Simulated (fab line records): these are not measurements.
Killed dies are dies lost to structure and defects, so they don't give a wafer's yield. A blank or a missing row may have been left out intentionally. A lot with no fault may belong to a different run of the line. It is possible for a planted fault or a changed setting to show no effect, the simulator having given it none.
Which of the tools did it? / flow gf180mcu / Sampling: 14 lots, 40 wafers, 5 of 602 route steps

WHAT THE GAUGES SHOWED, per wafer
GF_MVPSD_OVL_MEAS_07. Usual: MVPSD_OVL 0.5 nm, standard deviation 1.5.
lot=L650; measured=day 5 00:46; on=overlay-01; MVPSD_OVL (nm)=0.7 0.2 -0.2; flag=
lot=L651; measured=day 5 06:38; on=overlay-01; MVPSD_OVL (nm)=1.4 -0.3 -0.2; flag=
lot=L653; measured=day 5 20:16; on=overlay-01; MVPSD_OVL (nm)=-2.9 -0.5 -1.9; flag=
lot=L654; measured=day 6 01:34; on=overlay-01; MVPSD_OVL (nm)=0.0 -0.5 -1.0; flag=
lot=L655; measured=day 6 07:28; on=overlay-02; MVPSD_OVL (nm)=1.7 0.5 3.2; flag=
lot=L656; measured=day 6 15:13; on=overlay-02; MVPSD_OVL (nm)=-2.6 -1.1 -1.5; flag=
lot=L657; measured=day 6 20:34; on=overlay-02; MVPSD_OVL (nm)=1.1 1.2 0.3; flag=
lot=L658; measured=day 6 23:58; on=overlay-02; MVPSD_OVL (nm)=1.0 0.2 0.9; flag=
lot=L659; measured=day 7 05:46; on=overlay-01; MVPSD_OVL (nm)=0.3 -2.2 -1.4; flag=
lot=L660; measured=day 7 10:43; on=overlay-01; MVPSD_OVL (nm)=-0.5 1.9 0.2; flag=
lot=L661; measured=day 7 20:34; on=overlay-02; MVPSD_OVL (nm)=0.5 0.5 0.7; flag=
lot=L667; measured=day 9 04:03; on=overlay-02; MVPSD_OVL (nm)=2.5 2.5; flag=
lot=L670; measured=day 10 02:42; on=overlay-02; MVPSD_OVL (nm)=0.7 0.1; flag=
lot=L672; measured=day 10 10:31; on=overlay-01; MVPSD_OVL (nm)=-1.4 -1.1 -1.2; flag=

GF_VT_IMPLANT_TW_MEAS_10. Usual: VT_IMPLANT_TW 564, standard deviation 5.
lot=L650; measured=day 5 15:19; on=film metro-03; VT_IMPLANT_TW=560 560 560; flag=
lot=L651; measured=day 5 20:53; on=film metro-04; VT_IMPLANT_TW=571 569 568; flag=
lot=L653; measured=day 6 12:04; on=film metro-04; VT_IMPLANT_TW=569 565 566; flag=
lot=L654; measured=day 6 16:36; on=film metro-03; VT_IMPLANT_TW=557 556 558; flag=
lot=L655; measured=day 6 23:39; on=film metro-01; VT_IMPLANT_TW=567 565 568; flag=
lot=L656; measured=day 7 08:04; on=film metro-03; VT_IMPLANT_TW=561 559 565; flag=
lot=L657; measured=day 7 12:33; on=film metro-01; VT_IMPLANT_TW=566 567 565; flag=
lot=L658; measured=day 7 16:00; on=film metro-04; VT_IMPLANT_TW=565 567 566; flag=
lot=L659; measured=day 7 21:49; on=film metro-04; VT_IMPLANT_TW=566 568 567; flag=
lot=L660; measured=day 8 03:13; on=film metro-03; VT_IMPLANT_TW=557 560 560; flag=
lot=L661; measured=day 8 12:55; on=film metro-04; VT_IMPLANT_TW=566 566 569; flag=
lot=L667; measured=day 9 22:14; on=film metro-04; VT_IMPLANT_TW=565 562; flag=
lot=L670; measured=day 10 21:28; on=film metro-03; VT_IMPLANT_TW=559 558; flag=
lot=L672; measured=day 11 04:59; on=film metro-04; VT_IMPLANT_TW=569 569 568; flag=

GF_VT_IMPLANT_TW_MEAS_32. Usual: VT_IMPLANT_3_TW 269.3, standard deviation 1.7.
lot=L650; measured=day 6 21:27; on=film metro-04; VT_IMPLANT_3_TW=266.4 269.6 269.1; flag=
lot=L651; measured=day 7 03:43; on=film metro-03; VT_IMPLANT_3_TW=268.3 266.7 267.8; flag=
lot=L653; measured=day 7 18:51; on=film metro-03; VT_IMPLANT_3_TW=267.3 267.5 268.0; flag=
lot=L654; measured=day 8 01:17; on=film metro-01; VT_IMPLANT_3_TW=268.9 267.6 270.6; flag=
lot=L655; measured=day 8 08:04; on=film metro-04; VT_IMPLANT_3_TW=270.8 271.2 270.9; flag=
lot=L656; measured=day 8 16:43; on=film metro-03; VT_IMPLANT_3_TW=266.5 266.1 267.0; flag=
lot=L657; measured=day 8 20:47; on=film metro-01; VT_IMPLANT_3_TW=267.6 269.2 268.4; flag=
lot=L658; measured=day 9 00:37; on=film metro-01; VT_IMPLANT_3_TW=270.2 269.8 269.0; flag=
lot=L659; measured=day 9 05:43; on=film metro-04; VT_IMPLANT_3_TW=269.3 268.7 269.3; flag=
lot=L660; measured=day 9 11:42; on=film metro-04; VT_IMPLANT_3_TW=269.5 268.4 267.5; flag=
lot=L661; measured=day 9 22:37; on=film metro-04; VT_IMPLANT_3_TW=269.8 268.4 268.9; flag=
lot=L667; measured=day 11 10:33; on=film metro-04; VT_IMPLANT_3_TW=271.0 262.9; flag=
lot=L670; measured=day 12 11:10; on=film metro-01; VT_IMPLANT_3_TW=268.4 261.3; flag=
lot=L672; measured=day 12 18:01; on=film metro-01; VT_IMPLANT_3_TW=269.0 270.4 270.5; flag=

EACH LOT AND THE TOOL THAT RAN IT (in order: tool; ch and the chambers of the sampled wafers; start)
lot=L650; GF_VT_IMPLANT_STRIP_09=plasma asher-02 ch 0,1, day 5 15:13; GF_VT_IMPLANT_IMPLANT_30=implanter-03 ch 0, day 6 21:12
lot=L651; GF_VT_IMPLANT_STRIP_09=plasma asher-04 ch 0,1, day 5 20:47; GF_VT_IMPLANT_IMPLANT_30=implanter-02 ch 0, day 7 03:30
lot=L653; GF_VT_IMPLANT_STRIP_09=plasma asher-02 ch 1, day 6 11:58; GF_VT_IMPLANT_IMPLANT_30=implanter-03 ch 0, day 7 18:36
lot=L654; GF_VT_IMPLANT_STRIP_09=plasma asher-02 ch 0, day 6 16:30; GF_VT_IMPLANT_IMPLANT_30=implanter-02 ch 0, day 8 01:02
lot=L655; GF_VT_IMPLANT_STRIP_09=plasma asher-03 ch 1, day 6 23:33; GF_VT_IMPLANT_IMPLANT_30=implanter-03 ch 0, day 8 07:49
lot=L656; GF_VT_IMPLANT_STRIP_09=plasma asher-03 ch 0,1, day 7 07:58; GF_VT_IMPLANT_IMPLANT_30=implanter-03 ch 0, day 8 16:29
lot=L657; GF_VT_IMPLANT_STRIP_09=plasma asher-04 ch 0,1, day 7 12:27; GF_VT_IMPLANT_IMPLANT_30=implanter-02 ch 0, day 8 20:32
lot=L658; GF_VT_IMPLANT_STRIP_09=plasma asher-03 ch 0, day 7 15:54; GF_VT_IMPLANT_IMPLANT_30=implanter-04 ch 0, day 9 00:23
lot=L659; GF_VT_IMPLANT_STRIP_09=plasma asher-03 ch 0,1, day 7 21:43; GF_VT_IMPLANT_IMPLANT_30=implanter-02 ch 0, day 9 05:29
lot=L660; GF_VT_IMPLANT_STRIP_09=plasma asher-02 ch 0,1, day 8 03:07; GF_VT_IMPLANT_IMPLANT_30=implanter-02 ch 0, day 9 11:27
lot=L661; GF_VT_IMPLANT_STRIP_09=plasma asher-04 ch 0,1, day 8 12:49; GF_VT_IMPLANT_IMPLANT_30=implanter-02 ch 0, day 9 22:22
lot=L667; GF_VT_IMPLANT_STRIP_09=plasma asher-02 ch 0,1, day 9 22:08; GF_VT_IMPLANT_IMPLANT_30=implanter-02 ch 0, day 11 10:18
lot=L670; GF_VT_IMPLANT_STRIP_09=plasma asher-02 ch 0, day 10 21:22; GF_VT_IMPLANT_IMPLANT_30=implanter-02 ch 0, day 12 10:55
lot=L672; GF_VT_IMPLANT_STRIP_09=plasma asher-04 ch 0,1, day 11 04:53; GF_VT_IMPLANT_IMPLANT_30=implanter-04 ch 0, day 12 17:46
- GF_VT_IMPLANT_STRIP_09: strips in O2/N2.
- GF_VT_IMPLANT_IMPLANT_30

WHAT THE TOOLS THEMSELVES READ (means of the sampled wafers that have a number; where no wafer has one, the mark that the record gives instead)
GF_VT_IMPLANT_STRIP_09. Usual: drypump motor current A 5.9 A, standard deviation 0.31; heater power w 307 W, standard deviation 22; oes product au 0.715 a.u., standard deviation 0.0044; strip time to endpoint s 12.65 s, standard deviation 0.038.
lot=L650; tool=plasma asher-02; drypump motor current A (A)=6.0; heater power w (W)=322; oes product au (a.u.)=0.715; strip time to endpoint s (s)=12.68; flag=
lot=L651; tool=plasma asher-04; drypump motor current A (A)=5.9; heater power w (W)=320; oes product au (a.u.)=0.714; strip time to endpoint s (s)=12.65; flag=
lot=L653; tool=plasma asher-02; drypump motor current A (A)=5.7; heater power w (W)=316; oes product au (a.u.)=0.717; strip time to endpoint s (s)=12.65; flag=
lot=L654; tool=plasma asher-02; drypump motor current A (A)=6.5; heater power w (W)=329; oes product au (a.u.)=0.715; strip time to endpoint s (s)=12.62; flag=
lot=L655; tool=plasma asher-03; drypump motor current A (A)=5.9; heater power w (W)=289; oes product au (a.u.)=0.714; strip time to endpoint s (s)=12.63; flag=
lot=L656; tool=plasma asher-03; drypump motor current A (A)=5.8; heater power w (W)=286; oes product au (a.u.)=0.716; strip time to endpoint s (s)=12.57; flag=
lot=L657; tool=plasma asher-04; drypump motor current A (A)=5.9; heater power w (W)=324; oes product au (a.u.)=0.718; strip time to endpoint s (s)=12.65; flag=
lot=L658; tool=plasma asher-03; drypump motor current A (A)=5.8; heater power w (W)=278; oes product au (a.u.)=0.718; strip time to endpoint s (s)=12.72; flag=
lot=L659; tool=plasma asher-03; drypump motor current A (A)=5.9; heater power w (W)=288; oes product au (a.u.)=0.717; strip time to endpoint s (s)=12.63; flag=
lot=L660; tool=plasma asher-02; drypump motor current A (A)=6.2; heater power w (W)=322; oes product au (a.u.)=0.713; strip time to endpoint s (s)=12.63; flag=
lot=L661; tool=plasma asher-04; drypump motor current A (A)=5.7; heater power w (W)=306; oes product au (a.u.)=0.711; strip time to endpoint s (s)=12.59; flag=
lot=L667; tool=plasma asher-02; drypump motor current A (A)=6.1; heater power w (W)=322; oes product au (a.u.)=0.719; strip time to endpoint s (s)=12.68; flag=
lot=L670; tool=plasma asher-02; drypump motor current A (A)=6.5; heater power w (W)=330; oes product au (a.u.)=0.711; strip time to endpoint s (s)=12.64; flag=
lot=L672; tool=plasma asher-04; drypump motor current A (A)=5.9; heater power w (W)=323; oes product au (a.u.)=0.716; strip time to endpoint s (s)=12.65; flag=

THE ANSWER, worked out from the rows above alone
Rule: take the mean of a lot's wafers that have a number; if it is more than 3 standard deviations from the usual mean, the lot is off. Also off: a lot with no number at a reading for which 4 or more lots have one. Where the step has rows for the other lots, those lots are counted as sound. First the gauges in route order, then the tools' own readings, where a lot's mean is used as printed above. The first step at which some lot is off is used, and at that step the reading that is off furthest; a lot without a number counts as furthest.
Nothing can be told from this: no lot is off at any reading shown.

WHAT WAS PUT IN BY THE SIMULATOR
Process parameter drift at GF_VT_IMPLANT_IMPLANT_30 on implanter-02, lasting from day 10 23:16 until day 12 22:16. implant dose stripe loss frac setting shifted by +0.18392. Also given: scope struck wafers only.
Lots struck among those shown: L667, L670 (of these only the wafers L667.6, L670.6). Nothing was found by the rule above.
